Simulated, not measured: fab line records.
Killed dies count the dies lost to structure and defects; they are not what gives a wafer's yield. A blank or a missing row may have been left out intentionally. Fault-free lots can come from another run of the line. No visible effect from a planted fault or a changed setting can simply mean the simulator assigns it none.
A struck lot beside a sound one / flow sky130 / 32 steps out of a route of 708
Sound: wafers L839.1, L839.2, L839.3. Struck: wafer L836.2. At the end, the cause is stated.
Order at every step that has rows: each side's tool, ch and its chambers, its first start. Under that, the readings that differ: sound wafers / struck wafers / difference of the means / sigmas: that difference in standard deviations of wafers without a fault.
alike: a reading whose means differ by less than 2 such deviations, as well as words and numbers matching on both sides. not compared: withheld readings; readings where some wafer has no value; bounds like >300 that might hide an equal value; numbers whose values overlap and for which the record gives no deviation.
A row with sigmas, a row that says differs or no value, or rows on one side alone: a step with any of these is where the two part. Numbers that don't overlap but have no deviation are shown without sigmas and don't part them. Lack of a reading on every wafer of one side parts them only where that side has two or more wafers.

SKY_CONTACT_ETCH_18: etches Si3N4 in CHF3/O2, stops on TiN, time 39 s, target depth 75 nm.
  sound on rieDiel-03 ch 0,2,3; struck on rieDiel-03 ch 0
reading=rfHoursCounterH (h); sound=12 12 24; struck=11; difference=-5; sigmas=
  alike: biasW, drypumpMotorCurrentA, oesProductAu, throttleValvePct
SKY_CONTACT_STRIP_19: strips in O2/N2.
  sound on plasmaAsher-01 ch 0,1, day 35 16:24; struck on plasmaAsher-01 ch 0, day 33 23:26
reading=stripTimeToEndpointS (s); sound=3.59 3.69 3.68; struck=3.54; difference=-0.11; sigmas=-2
  alike: drypumpMotorCurrentA, oesProductAu
  not compared: rfHoursCounterH
then, 5 steps without rows for these wafers: SKY_CONTACT_STRIP_20 (strips in post etch residue remover, time 1200 s); SKY_CONTACT_CLEAN_21 (cleans in IPA, time 180 s); SKY_CONTACT_CLEAN_22 (cleans in O3/DIW); SKY_CONTACT_SPUTTER_23 (material TiN, target thk 20 nm, time 80 s); SKY_CONTACT_CVD_24 (deposits W, target thk 340 nm, time 102.12 s).
SKY_CONTACT_RS_MEAS_25: a four-point-probe measurement.
  struck on filmMetro-04, day 34 00:20; sound on filmMetro-02, day 35 17:11
  alike: CONTACT_W_RS
SKY_CONTACT_THK_MEAS_26: measures by xrf.
  struck on filmMetro-04, day 34 00:26; sound on filmMetro-02, day 35 17:18
  alike: CONTACT_W_THK
SKY_CONTACT_CMP_27: polishes, stops on SiO2, t overpolish 15 s, target thk 0 nm.
  sound on cmp-01 ch 0,2,3, day 35 17:24; struck on cmp-02 ch 3, day 34 00:35
reading=motorCurrentA (A); sound=10.5 11.5 12.5; struck=9.2; difference=-2.3; sigmas=-2
  alike: overpolishRunS, retainingRingPressureFrac, timeToEndpointS
SKY_METAL1_SPUTTER_00: material Ti, target thk 15 nm, time 10 s.
  struck on pvdSputter-02, day 34 00:47; sound on pvdSputter-01, day 35 17:42
reading=throttleValvePct (%); sound=29.1 29.3 29.9; struck=31.7; difference=+2.3; sigmas=+2
  alike: cathodeDcPowerW
then, 1 step without rows for these wafers: SKY_METAL1_SPUTTER_01 (material TiN, target thk 20 nm, time 16.7 s).
SKY_METAL1_SPUTTER_02: material AlCu, target thk 250 nm, time 13.3 s.
  struck on pvdSputter-02, day 34 00:50; sound on pvdSputter-01, day 35 17:45
reading=throttleValvePct (%); sound=29.0 28.8 29.7; struck=31.9; difference=+2.7; sigmas=+2
reading=model.AlCu_of_METAL1_SPUTTER_02.thkNm (nm); sound=251.5 251.9 250.5; struck=310.1; difference=+58.8; sigmas=
  alike: cathodeDcPowerW
then, 2 steps without rows for these wafers: SKY_METAL1_SPUTTER_03 (material Ti, target thk 5 nm, time 3.3 s); SKY_METAL1_SPUTTER_04 (material TiN, target thk 70 nm, time 58.3 s).
SKY_METAL1_RS_MEAS_05: a four-point-probe measurement.
  struck on filmMetro-04, day 34 00:56; sound on filmMetro-02, day 35 17:50
reading=METAL1_ALCU_RS (ohm/sq); sound=0.1257 0.1257 0.1263; struck=0.1017; difference=-0.0242; sigmas=-14
SKY_METAL1_THK_MEAS_06: measures by xrf.
  struck on filmMetro-04, day 34 01:03; sound on filmMetro-02, day 35 17:58
reading=METAL1_ALCU_THK (nm); sound=251 252 251; struck=307; difference=+56; sigmas=+15
then, 8 steps without rows for these wafers: SKY_METAL1_DEHYDRATE_07 (time 60 s); SKY_METAL1_HMDS_08 (prime time 60 s); SKY_METAL1_COAT_09 (resist thk 60 nm); SKY_METAL1_COAT_10 (resist thk 450 nm); SKY_METAL1_SOFTBAKE_11 (time 90 s); SKY_METAL1_EXPOSE_12 (exposes mask MM1, target cd 140 nm); SKY_METAL1_PEB_13; SKY_METAL1_DEVELOP_14 (develop time 60 s).
SKY_METAL1_CD_MEAS_15: target cd 140 nm.
  struck on cdSem-02, day 35 03:56; sound on cdSem-02, day 36 20:31
reading=cdNm (nm); sound=141.1 142.7 142.9; struck=139.0; difference=-3.2; sigmas=-2
SKY_METAL1_OVL_MEAS_16:
  struck on overlay-01, day 35 04:02; sound on overlay-02, day 36 20:38
  alike: METAL1_OVL
then, 2 steps without rows for these wafers: SKY_METAL1_DESCUM_17 (chemistry O2, time 8 s); SKY_METAL1_ETCH_18 (etches BARC in N2/H2, stops on SiO2, time 45.9 s, target depth 60 nm).
SKY_METAL1_METAL_ETCH_19: etches the open film in Cl2/BCl3, stops on SiO2, target depth 360 nm, time 78 s.
  sound on rieMetal-03 ch 0,1, day 36 20:46; struck on rieMetal-04 ch 1, day 35 04:10
reading=oesProductAu (a.u.); sound=0.857 0.859 0.857; struck=0.896; difference=+0.038; sigmas=+6
reading=throttleValvePct (%); sound=22.258 22.262 22.266; struck=22.287; difference=+0.025; sigmas=+3
  alike: biasW, drypumpMotorCurrentA
  not compared: rfHoursCounterH
SKY_METAL1_STRIP_20: strips in O2/N2.
  sound on plasmaAsher-02 ch 0,1, day 36 20:51; struck on plasmaAsher-04 ch 1, day 35 04:16
  alike: drypumpMotorCurrentA, oesProductAu, stripTimeToEndpointS
  not compared: rfHoursCounterH
-- the record jumps here: 13 days lie between the struck wafers' starts before and after (it left off in module METAL1 and takes up again in module PAD_OPEN, whose first step shown is number 708 of the route) --
SKY_PAD_OPEN_PROBE_99:
  struck on prober-01, day 47 18:01; sound on prober-01, day 49 00:46
reading=model.etest.liconPdiff.rcOhm; sound=597.9 592.8 587.4; struck=719.4; difference=+126.7; sigmas=
reading=model.etest.pfet_01v8.rOnOhmUm; sound=2931 2951 2830; struck=3048; difference=+144; sigmas=
reading=model.etest.pfetG5v0d10v5.rOnOhmUm; sound=4720 4838 4768; struck=4888; difference=+113; sigmas=
reading=model.etest.nfetG5v0d10v5.rOnOhmUm; sound=1866 1899 1848; struck=1967; difference=+96; sigmas=
reading=model.etest.nfet_01v8.rOnOhmUm; sound=842.7 858.1 805.6; struck=894.3; difference=+58.8; sigmas=
reading=model.etest.liconNdiff.rcOhm; sound=183.7 187.2 183.6; struck=241.5; difference=+56.7; sigmas=
reading=model.etest.sonosUncharged.rOnOhmUm; sound=806.7 826.1 791.8; struck=881.7; difference=+73.5; sigmas=
reading=model.etest.liconHighPo.rcOhm; sound=352.7 362.8 355.1; struck=391.1; difference=+34.2; sigmas=

## WHERE THEY PART
First at SKY_CONTACT_STRIP_19; last, within this record, at SKY_METAL1_METAL_ETCH_19. Later steps at which nothing parts them and some readings are alike: SKY_METAL1_STRIP_20.

WHY: what the simulator had put in
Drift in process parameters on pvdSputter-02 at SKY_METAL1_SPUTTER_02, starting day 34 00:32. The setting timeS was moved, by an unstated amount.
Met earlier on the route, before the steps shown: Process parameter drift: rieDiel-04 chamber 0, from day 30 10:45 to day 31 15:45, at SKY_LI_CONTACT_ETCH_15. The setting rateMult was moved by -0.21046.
